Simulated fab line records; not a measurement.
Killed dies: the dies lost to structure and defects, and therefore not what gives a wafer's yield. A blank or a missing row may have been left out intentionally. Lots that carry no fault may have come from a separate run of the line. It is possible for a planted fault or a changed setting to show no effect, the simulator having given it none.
fab line records	flow sky130
record: lots: 5	wafers: 15	last-day: 50
route steps=708 shown FIELD_ISO@6 PAD_OPEN@708
lots with no fault: from the same line, run without faults
start-h: start of the lot's first displayed wafer, in hours after the record's first day	wait-h: time in hours since the lot's previous step	" as in the row above	L1.1+2: a row that stands for several wafers	- no value, or no start given	* or withheld: withheld	< > ~ a bound
route shown NAME@n: NAME is a module with steps in the file, n the number in the route of the first one	usual: the fault-free wafers' mean and standard deviation	same: alike in all rows	chamber/n: place in a boat	sites: the reading at each site	_std_site: standard deviation across them	_edge_site: the outer-site mean with the inner-site mean subtracted	radius-mm: for every site, how far away it sits from the centre of the wafer	mask NAME#n: copy n	behind: tool/chamber where the wafer was last shaped	hold: reason for holding the lot/hours on hold/outcome of the hold	device: names the non-switching transistor (n, p or np)	end of line: tests of these same wafers at the route's end	where a step has no rows: the recipe by itself	killed: count of dies lost to structure and defects at first sort (not the wafer's yield)	map: per-die view of a wafer (x killed, . not killed, _ where there is no die)
set.NAME: the setting the step ran with; set.NAME@STEP: the setting that earlier step ran with	model.NAME: the simulator's own value behind a step, which no gauge read
a table for each step, a row for each wafer; lots at some steps of the route
services: when a tool's chamber went out of use (start-h, in hours from the record's first day, below 0 if earlier), for how many hours, and the reason
== steps ==
step: SKY_FIELD_ISO_DEHYDRATE_05
recipe: temp-c: 200	time-s: 60
step: SKY_FIELD_ISO_HMDS_06
recipe: prime-time-s: 60	prime-temp-c: 120
step: SKY_FIELD_ISO_COAT_07
recipe: resist: BARC	temp-c: withheld	time-s: withheld	spin-rpm: 3021	resist-thk-nm: 60
step: SKY_FIELD_ISO_COAT_08
recipe: resist: KrF-thick	spin-rpm: 3000	resist-thk-nm: 450
step: SKY_FIELD_ISO_SOFTBAKE_09
recipe: temp-c: 100	time-s: 90	resist: KrF-thick
step: SKY_FIELD_ISO_EXPOSE_10
recipe: mask-id: FOM	na: 0.68	source-shape: annular	sigma-inner: 0.4	sigma-outer: 0.8	target-cd-nm: 150	dose-mj: 28
step: SKY_FIELD_ISO_PEB_11
recipe: peb-temp-c: withheld	peb-time-s: withheld	resist: KrF-thick
step: SKY_FIELD_ISO_DEVELOP_12
recipe: develop-time-s: 60	resist: KrF-thick	dev-temp-c: 21
step: SKY_FIELD_ISO_CD_MEAS_13
recipe: target-cd-nm: 150
usual: cd-nm: 149.8/1.6
lot.wafer	tool	chamber	start-h	wait-h	cd-nm
L965.1	cd-sem-02	-	32.77	-	148.2
L965.3	"	-	"	"	149.9
L965.4	"	-	"	"	150.3
L969.3	cd-sem-01	-	49.39	-	149.9
L969.5	"	-	"	"	149.5
L969.6	"	-	"	"	148.6
L976.1	cd-sem-01	-	85.57	-	151.0
L976.2	"	-	"	"	151.4
L976.3	"	-	"	"	149.7
L984.1	cd-sem-01	-	126.96	-	150.7
L984.2	"	-	"	"	152.1
L984.6	"	-	"	"	153.0
L988.2	cd-sem-02	-	150.98	-	149.2
L988.5	"	-	"	"	149.0
L988.6	"	-	"	"	151.3
step: SKY_FIELD_ISO_ETCH_14
recipe: chemistry: N2/H2	target: BARC	ion-energy-ev: 200	source-w: 500	bias-w: 100	pressure-mtorr: 30	n2-flow-sccm: 100	h2-flow-sccm: 200	stop-on: SiO2	time-s: 45.9	target-depth-a: 600
usual: chamber-pressure-mTorr: 30.000/0.028	drypump-motor-current-A: 5.9/0.46	oes-product-au: 0.852/0.0048	rf-fwd-power-W: 494.6/1.8	run-length-s: 73.9/0.4	throttle-valve-pct: 13.225/0.0092
lot.wafer	tool	chamber	start-h	wait-h	chamber-pressure-mTorr	drypump-motor-current-A	oes-product-au	rf-fwd-power-W	rf-hours-counter-h	run-length-s	throttle-valve-pct
L965.1	rie-diel-03	1	32.89	0.1	29.997	5.0	0.861	495.1	133	73.7	13.216
L965.3	"	2	"	"	30.011	6.3	0.859	496.2	166	73.8	13.215
L965.4	"	3	"	"	29.943	6.4	0.844	494.8	162	73.8	13.218
L969.3	rie-diel-01	2	49.47	0.1	30.014	5.9	0.848	493.8	8	73.5	13.215
L969.5	"	2	"	"	30.041	5.9	0.856	495.4	-	73.7	13.230
L969.6	"	3	"	"	29.974	6.1	0.854	491.0	-	74.2	13.216
L976.1	rie-diel-04	2	85.69	0.1	30.005	5.8	0.850	496.6	16	75.1	13.217
L976.2	"	0	"	"	30.036	5.1	0.850	494.1	3	73.9	13.237
L976.3	"	3	"	"	30.018	6.5	0.855	495.2	121	73.3	13.219
L984.1	rie-diel-03	0	127.08	0.1	30.021	6.4	0.864	495.8	1	73.9	13.250
L984.2	"	2	"	"	29.970	6.3	0.851	494.7	1	73.9	13.228
L984.6	"	1	"	"	30.027	5.1	0.853	498.4	-	73.7	13.223
L988.2	rie-diel-01	3	151.08	0.1	29.982	6.1	0.844	490.8	19	73.9	13.226
L988.5	"	0	"	"	29.979	5.7	0.849	495.7	-	74.1	13.223
L988.6	"	1	"	"	30.026	5.4	0.845	494.7	-	73.9	13.217
step: SKY_FIELD_ISO_ETCH_15
recipe: chemistry: CHF3/O2	target-depth-nm: 180	stop-on: Si	source-w: 600	bias-w: 200	pressure-mtorr: 40	chf3-flow-sccm: 50	O2_flow_sccm: 5	time-s: 72
usual: chamber-pressure-mTorr: 40.00/0.038	drypump-motor-current-A: 5.8/0.45	oes-product-au: 0.946/0.0073	rf-fwd-power-W: 595.2/1.9	run-length-s: 100.0/0.4	throttle-valve-pct: 8.843/0.0089
lot.wafer	tool	chamber	start-h	wait-h	chamber-pressure-mTorr	drypump-motor-current-A	oes-product-au	rf-fwd-power-W	rf-hours-counter-h	run-length-s	throttle-valve-pct
L965.1	rie-diel-03	1	32.93	0.0	39.96	5.0	0.944	595.9	133	99.8	8.828
L965.3	"	2	"	"	40.04	6.2	0.950	596.4	167	99.9	8.849
L965.4	"	3	"	"	39.99	6.4	0.950	589.8	162	100.1	8.836
L969.3	rie-diel-01	2	49.51	0.0	39.98	5.9	0.944	596.8	8	99.9	8.841
L969.5	"	2	"	"	39.96	5.9	0.949	597.5	-	99.6	8.844
L969.6	"	3	"	"	40.03	6.0	0.944	593.0	-	100.3	8.841
L976.1	rie-diel-04	2	85.73	0.0	40.02	5.8	0.957	598.1	16	100.5	8.863
L976.2	"	0	"	"	40.01	5.1	0.959	596.1	4	99.6	8.851
L976.3	"	3	"	"	39.96	6.4	0.953	595.9	121	99.6	8.851
L984.1	rie-diel-03	0	127.12	0.0	40.01	6.4	0.944	596.3	1	99.9	8.842
L984.2	"	2	"	"	39.99	6.3	0.939	593.2	1	99.9	8.838
L984.6	"	1	"	"	39.97	5.0	0.950	595.4	-	100.7	8.828
L988.2	rie-diel-01	3	151.12	0.0	40.01	6.1	0.959	592.8	19	100.0	8.860
L988.5	"	0	"	"	40.03	5.7	0.961	597.8	-	100.1	8.858
L988.6	"	1	"	"	39.97	5.5	0.952	594.1	-	100.5	8.842
step: SKY_FIELD_ISO_STRIP_16
recipe: chemistry: O2/N2	power-w: 1400	pressure-mtorr: 1500	platen-temp-c: withheld	o2-flow-sccm: 3000	n2-flow-sccm: 300	overash-fraction: 0.5
usual: chamber-pressure-mTorr: 1499.9/1.4	drypump-motor-current-A: 5.5/0.34	oes-product-au: 0.377/0.0046	strip-time-to-endpoint-s: 3.539/0.025
lot.wafer	tool	chamber	start-h	wait-h	chamber-pressure-mTorr	drypump-motor-current-A	oes-product-au	rf-hours-counter-h	strip-time-to-endpoint-s
L965.1	plasma-asher-04	1	32.99	0.0	1500.0	5.6	0.379	37	3.560
L965.3	"	0	"	"	1501.7	5.7	0.368	-	3.555
L965.4	"	1	"	"	1500.6	5.6	0.374	-	3.540
L969.3	plasma-asher-04	1	49.60	0.1	1500.2	5.6	0.375	-	3.492
L969.5	"	1	"	"	1499.2	5.6	0.371	-	3.465
L969.6	"	0	"	"	1499.4	5.7	0.382	-	3.537
L976.1	plasma-asher-04	0	85.79	0.0	1502.5	5.7	0.376	42	3.553
L976.2	"	1	"	"	1500.2	5.6	0.376	42	3.544
L976.3	"	0	"	"	1498.6	5.7	0.381	-	3.546
L984.1	plasma-asher-04	0	127.18	0.0	1499.0	5.7	0.370	46	3.524
L984.2	"	1	"	"	1497.9	5.6	0.378	46	3.516
L984.6	"	1	"	"	1499.9	5.6	0.373	-	3.503
L988.2	plasma-asher-04	1	151.18	0.0	1499.5	5.6	0.372	49	3.561
L988.5	"	0	"	"	1499.1	5.7	0.374	-	3.499
L988.6	"	1	"	"	1499.6	5.6	0.380	-	3.529
step: SKY_FIELD_ISO_ETCH_17
recipe: target-depth-a: 3420	mask-material: Si3N4	chemistry: HBr/Cl2/O2	target: Si	taper-deg: 5	icp-w: 600	bias-w: 150	pressure-mtorr: 15	HBr_flow_sccm: 150	Cl2_flow_sccm: 40	O2_flow_sccm: 6	time-s: 97.7
usual: chamber-pressure-mTorr: 15.000/0.013	drypump-motor-current-A: 5.5/0.51	oes-product-au: 1.003/0.0083	rf-fwd-power-W: 596.4/1.7	run-length-s: 126.1/0.43	throttle-valve-pct: 25.654/0.011
lot.wafer	tool	chamber	start-h	wait-h	chamber-pressure-mTorr	drypump-motor-current-A	oes-product-au	rf-fwd-power-W	rf-hours-counter-h	run-length-s	throttle-valve-pct	model.FIELD_ISO.feature-depth-nm	model.etch.depth-nm
L965.1	rie-si-01	1	33.09	0.1	15.006	5.9	0.999	596.7	21	126.5	25.673	341.1	341.1
L965.3	"	2	"	"	15.006	5.0	1.000	595.8	88	125.8	25.676	339.4	339.4
L965.4	"	3	"	"	15.005	5.6	1.007	596.0	22	126.6	25.663	341.4	341.4
L969.3	rie-si-02	3	49.67	0.0	14.991	5.4	1.007	598.4	103	125.9	25.657	344.4	344.4
L969.5	"	1	"	"	15.015	6.4	0.991	596.7	-	126.2	25.669	338.4	338.4
L969.6	"	2	"	"	15.005	4.9	1.013	597.9	-	125.4	25.647	346.6	346.6
L976.1	rie-si-02	0	85.89	0.1	14.987	6.2	1.002	595.7	119	135.6	25.650	376.9	376.9
L976.2	"	2	"	"	14.996	4.9	1.002	599.9	22	125.6	25.657	342.5	342.5
L976.3	"	1	"	"	15.008	6.4	0.987	594.7	45	126.0	25.658	335.8	335.8
L984.1	rie-si-01	0	127.28	0.1	14.996	5.2	1.010	598.8	95	126.2	25.666	346.7	346.7
L984.2	"	2	"	"	15.011	4.9	1.001	597.7	88	126.3	25.672	342.9	342.9
L984.6	"	0	"	"	15.000	5.2	1.010	597.9	-	125.9	25.648	346.8	346.8
L988.2	rie-si-01	3	151.28	0.1	14.982	5.6	1.009	595.4	23	126.3	25.657	343.1	343.1
L988.5	"	3	"	"	15.005	5.6	1.005	595.1	-	126.4	25.636	345.8	345.8
L988.6	"	2	"	"	14.968	4.9	1.002	596.2	-	126.3	25.640	342	342
step: SKY_FIELD_ISO_WET_ETCH_18
recipe: chemistry: H3PO4	target-depth-nm: 25	temp-c: 160	target: Si3N4	time-s: 286
step: SKY_PAD_OPEN_PROBE_99
usual: killed_at_M0_to_M3: 43/7.7	killed_at_M4_up: 3.0/1.7	killed-at-contacts: 24/5.2	killed-at-front-end: 15/4.5	killed-at-other: 0.3/0.5	killed-dies: 85/9.5	killed-open: 47/6.6	killed-short: 38/6.6
same: gross-dies: 492	killed-at-back-side: 0
lot.wafer	tool	chamber	start-h	wait-h	killed_at_M0_to_M3	killed_at_M4_up	killed-at-contacts	killed-at-front-end	killed-at-other	killed-dies	killed-open	killed-short	model.etest.res_p_drift_20v.line-ohm-um	model.etest.res_p_drift_20v.rs-ohm-sq	model.etest.pfet_16v.r-on-ohm-um	model.etest.res-iso-pwell.rs-ohm-sq	model.etest.res-iso-pwell.line-ohm-um	model.etest.nfet_16v.r-on-ohm-um	model.etest.res-nwell.line-ohm-um	model.etest.res-nwell.rs-ohm-sq
L965.1	prober-01	-	1070.48	0.1	47	1	25	14	0	87	52	35	1.069e+04	8761	1.507e+04	3054	1148	1.397e+04	1242	1015
L965.3	prober-01	-	1070.58	0.2	34	4	21	13	0	72	35	37	1.046e+04	8747	1.507e+04	3038	1140	1.394e+04	1240	1016
L965.4	prober-01	-	1070.63	0.2	32	3	22	15	0	72	40	32	1.039e+04	8764	1.502e+04	3033	1145	1.382e+04	1245	1021
L969.3	prober-02	-	1111.17	0.2	32	7	17	18	1	75	38	37	1.177e+04	9894	1.549e+04	3288	1242	1.376e+04	1290	1076
L969.5	prober-02	-	1111.27	0.2	33	4	29	16	0	82	45	37	1.14e+04	9540	1.526e+04	3160	1200	1.376e+04	1264	1046
L969.6	prober-02	-	1111.32	0.2	51	3	23	16	0	93	52	41	1.201e+04	9994	1.57e+04	3366	1278	1.39e+04	1318	1093
L976.1	prober-01	-	1134.84	0.1	59	4	26	8	0	97	61	36	1.543e+04	1.315e+04	1.7e+04	3998	1525	1.428e+04	1282	1095
L976.2	prober-01	-	1134.89	0.1	49	8	21	10	0	88	47	41	1.187e+04	9797	1.518e+04	2962	1106	1.399e+04	1143	955.5
L976.3	prober-01	-	1134.94	0.2	41	1	19	18	0	79	47	32	1.154e+04	9538	1.499e+04	2817	1065	1.394e+04	1112	927.8
L984.1	prober-01	-	1176.29	0.1	64	4	24	14	0	106	59	47	1.176e+04	9784	1.561e+04	3349	1286	1.444e+04	1136	971.3
L984.2	prober-01	-	1176.34	0.1	41	5	35	16	0	97	50	47	1.14e+04	9526	1.536e+04	3243	1214	1.443e+04	1145	951.2
L984.6	prober-01	-	1176.54	0.2	42	1	7	20	0	70	37	33	1.18e+04	9881	1.548e+04	3381	1286	1.422e+04	1140	965.5
L988.2	prober-02	-	1194.59	0.1	47	1	15	15	0	78	40	38	1.226e+04	1.017e+04	1.538e+04	3064	1171	1.404e+04	1145	970.2
L988.5	prober-02	-	1194.74	0.2	42	3	34	16	0	95	46	49	1.276e+04	1.041e+04	1.549e+04	3178	1207	1.393e+04	1149	978.6
L988.6	prober-02	-	1194.79	0.2	44	2	22	21	0	89	52	37	1.236e+04	1.019e+04	1.557e+04	3103	1184	1.42e+04	1128	968.1
killed by level:class
L965.1 VIA2:geometric-particle:open=10 VIA1:geometric-particle:open=9 FIELD_ISO:geometric-particle:open=8 CONTACT:geometric-particle:open=8 LI_CONTACT:geometric-particle:open=7 METAL2:geometric-particle:short=6 CONTACT:geometric-particle:short=5 METAL1:geometric-particle:short=5
L965.3 VIA2:geometric-particle:open=8 LI_CONTACT:geometric-particle:open=6 METAL1:geometric-particle:short=6 VIA3:geometric-particle:open=5 CONTACT:geometric-particle:open=5 VIA1:geometric-particle:short=5 LOCAL_INTERCONNECT:geometric-particle:short=4 VIA3:geometric-particle:short=4
L965.4 LI_CONTACT:geometric-particle:open=9 VIA3:geometric-particle:open=7 POLY_GATE:geometric-particle:open=6 CONTACT:geometric-particle:open=6 VIA1:geometric-particle:short=6 CONTACT:geometric-particle:short=5 VIA2:geometric-particle:open=5 FIELD_ISO:geometric-particle:short=4
L969.3 VIA1:geometric-particle:open=8 VIA3:geometric-particle:open=8 POLY_GATE:geometric-particle:short=7 CONTACT:geometric-particle:short=5 CONTACT:geometric-particle:open=5 POLY_GATE:geometric-particle:open=4 LOCAL_INTERCONNECT:geometric-particle:short=4 VIA2:geometric-particle:open=4
L969.5 LI_CONTACT:geometric-particle:open=11 VIA3:geometric-particle:open=10 CONTACT:geometric-particle:open=9 CONTACT:geometric-particle:short=5 POLY_GATE:geometric-particle:short=4 VIA3:geometric-particle:short=4 VIA2:geometric-particle:open=4 METAL4:geometric-particle:short=4
L969.6 VIA3:geometric-particle:open=16 CONTACT:geometric-particle:open=8 VIA1:geometric-particle:open=8 LI_CONTACT:geometric-particle:open=7 METAL2:geometric-particle:short=6 METAL1:geometric-particle:short=5 POLY_GATE:geometric-particle:open=4 CONTACT:geometric-particle:short=4
L976.1 VIA1:geometric-particle:open=17 VIA2:geometric-particle:open=10 CONTACT:geometric-particle:open=9 LI_CONTACT:geometric-particle:open=7 VIA3:geometric-particle:open=7 METAL1:geometric-particle:short=5 LI_CONTACT:geometric-particle:short=5 VIA1:geometric-particle:short=5
L976.2 VIA1:geometric-particle:open=13 CONTACT:geometric-particle:open=8 VIA2:geometric-particle:open=8 METAL4:geometric-particle:short=6 METAL2:geometric-particle:short=6 LI_CONTACT:geometric-particle:open=5 CONTACT:geometric-particle:short=5 METAL1:geometric-particle:short=5
L976.3 CONTACT:geometric-particle:open=11 VIA1:geometric-particle:open=11 FIELD_ISO:geometric-particle:open=6 LI_CONTACT:geometric-particle:open=6 FIELD_ISO:geometric-particle:short=5 VIA1:geometric-particle:short=5 METAL2:geometric-particle:short=5 VIA2:geometric-particle:open=4
L984.1 VIA1:geometric-particle:open=18 VIA3:geometric-particle:open=10 VIA2:geometric-particle:open=9 METAL1:geometric-particle:short=8 CONTACT:geometric-particle:open=6 CONTACT:geometric-particle:short=6 VIA1:geometric-particle:short=6 LI_CONTACT:geometric-particle:open=5
L984.2 CONTACT:geometric-particle:open=13 METAL1:geometric-particle:short=8 CONTACT:geometric-particle:short=8 METAL2:geometric-particle:short=7 VIA1:geometric-particle:open=7 POLY_GATE:geometric-particle:open=6 VIA2:geometric-particle:open=6 POLY_GATE:geometric-particle:short=5
L984.6 VIA1:geometric-particle:open=15 FIELD_ISO:geometric-particle:short=8 FIELD_ISO:geometric-particle:open=7 METAL2:geometric-particle:short=6 VIA2:geometric-particle:open=6 VIA1:geometric-particle:short=3 METAL1:geometric-particle:short=3 VIA2:geometric-particle:short=3
L988.2 VIA3:geometric-particle:open=7 VIA2:geometric-particle:open=7 CONTACT:geometric-particle:open=6 METAL1:geometric-particle:short=6 METAL1:geometric-particle:open=5 VIA1:geometric-particle:open=5 METAL2:geometric-particle:short=5 CONTACT:geometric-particle:short=4
L988.5 CONTACT:geometric-particle:open=12 LI_CONTACT:geometric-particle:open=9 METAL1:geometric-particle:short=8 POLY_GATE:geometric-particle:short=7 VIA1:geometric-particle:open=7 METAL2:geometric-particle:short=7 LI_CONTACT:geometric-particle:short=5 VIA1:geometric-particle:short=5
L988.6 VIA1:geometric-particle:open=9 VIA2:geometric-particle:open=9 LI_CONTACT:geometric-particle:open=8 CONTACT:geometric-particle:open=7 METAL2:geometric-particle:short=6 FIELD_ISO:geometric-particle:open=5 POLY_GATE:geometric-particle:open=5 METAL1:geometric-particle:short=5
== services ==
tool	chamber	start-h	hours	kind
rie-diel-04	-	11.72	15.6	pm
rie-diel-04	-	27.32	28.1	pm
rie-si-01	3	38.58	2.8	repair
rie-diel-01	-	55.18	14.6	pm
rie-diel-03	0	76.57	-	clean
rie-diel-03	0	76.57	15.8	scheduled-down
rie-diel-03	0	76.57	15.8	vent-cycle
rie-diel-04	1	85.68	5.5	repair
rie-diel-03	2	92.35	-	clean
rie-diel-03	2	92.35	12.0	scheduled-down
rie-diel-03	2	92.35	12.0	vent-cycle
rie-diel-03	3	112.09	-	clean
rie-diel-03	3	112.09	21.8	scheduled-down
rie-diel-03	3	112.09	21.8	vent-cycle
rie-diel-04	1	117.21	3.9	repair
rie-diel-01	-	129.13	8.2	repair
rie-si-02	0	129.38	6.1	repair
rie-diel-03	-	134.15	14.6	pm
== key ==
first-sign: step: SKY_FIELD_ISO_ETCH_17	reading: run-length-s	direction: up	sigmas: 22	usual: *	struck: *
effect none on later readings
model-effect: step: SKY_FIELD_ISO_ETCH_17	value: FIELD_ISO.feature-depth-nm	without: 343.3	struck: 376.9
model-effect: step: SKY_PAD_OPEN_PROBE_99	value: etest.res_p_drift_20v.line-ohm-um	without: 1.172e+04	struck: 1.543e+04
met-at SKY_FIELD_ISO_ETCH_17
struck-wafers L976.1
tester-left-out L976
fault: kind: process-parameter-drift	tool: rie-si-02	chamber: 0	onset-h: 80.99	steps: SKY_FIELD_ISO_ETCH_17	channel: time-s	offset: *	shape: step	end-h: 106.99	acts-in: *	stated: *
tester-left-out: of these lots the tester's yield and bins aren't shown, on N5 and GAA mostly nor the transistor test; their killed dies are dies lost to structure and defects alone, not to doping, threshold or leakage, so they don't give the yield
